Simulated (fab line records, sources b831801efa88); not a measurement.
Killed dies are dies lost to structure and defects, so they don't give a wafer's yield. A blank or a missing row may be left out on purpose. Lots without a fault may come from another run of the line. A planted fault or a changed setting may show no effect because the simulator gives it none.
Chamber matching | flow gf180mcu | GF_V2_CMP_04 on cmp-02: 4 sister chambers
The step polishes SiO2. 4 wafers are shown with their chamber, then 8 later ones without.

WAFERS WITH THEIR CHAMBER
wafer  | chamber | motor_current_A (A)
L271.1 | 1       | 12.6
L271.3 | 0       | 10.7
L271.4 | 3       | 10.8
L272.1 | 2       | 12.3

WAFERS WITHOUT THEIR CHAMBER
wafer  | motor_current_A (A)
L272.2 | 13.2
L272.3 | 10.6
L274.4 | 12.1
L274.5 | 12.3
L274.6 | 12.2
L283.1 | 11.1
L283.2 | 12.5
L283.3 | 10.9

WHICH CHAMBER EACH WENT THROUGH
wafer  | from the rows above     | in truth
L272.2 | can't be placed: 1 or 2 | 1
L272.3 | can't be placed: 0 or 3 | 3
L274.4 | can't be placed: 2 or 1 | 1
L274.5 | can't be placed: 2 or 1 | 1
L274.6 | can't be placed: 2 or 1 | 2
L283.1 | can't be placed: 3 or 0 | 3
L283.2 | can't be placed: 1 or 2 | 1
L283.3 | can't be placed: 3 or 0 | 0
Placed correctly: 0 of 8. Can't be placed from these rows: 8 (the true chamber is among the candidates in 8). Placed wrongly: 0.
How it was worked out, from the rows above alone: a wafer's distance from a chamber is the root of the sum, over the readings, of the square of ((its reading less the chamber's mean) divided by the reading's scatter). The wafer belongs to the nearest chamber; if the next one is less than 2 further off, it can't be placed. A chamber's mean is the mean of its shown wafers. The scatter: with one shown wafer a chamber, the root of the mean of the squares of how far each hidden wafer lies from its nearest shown one.
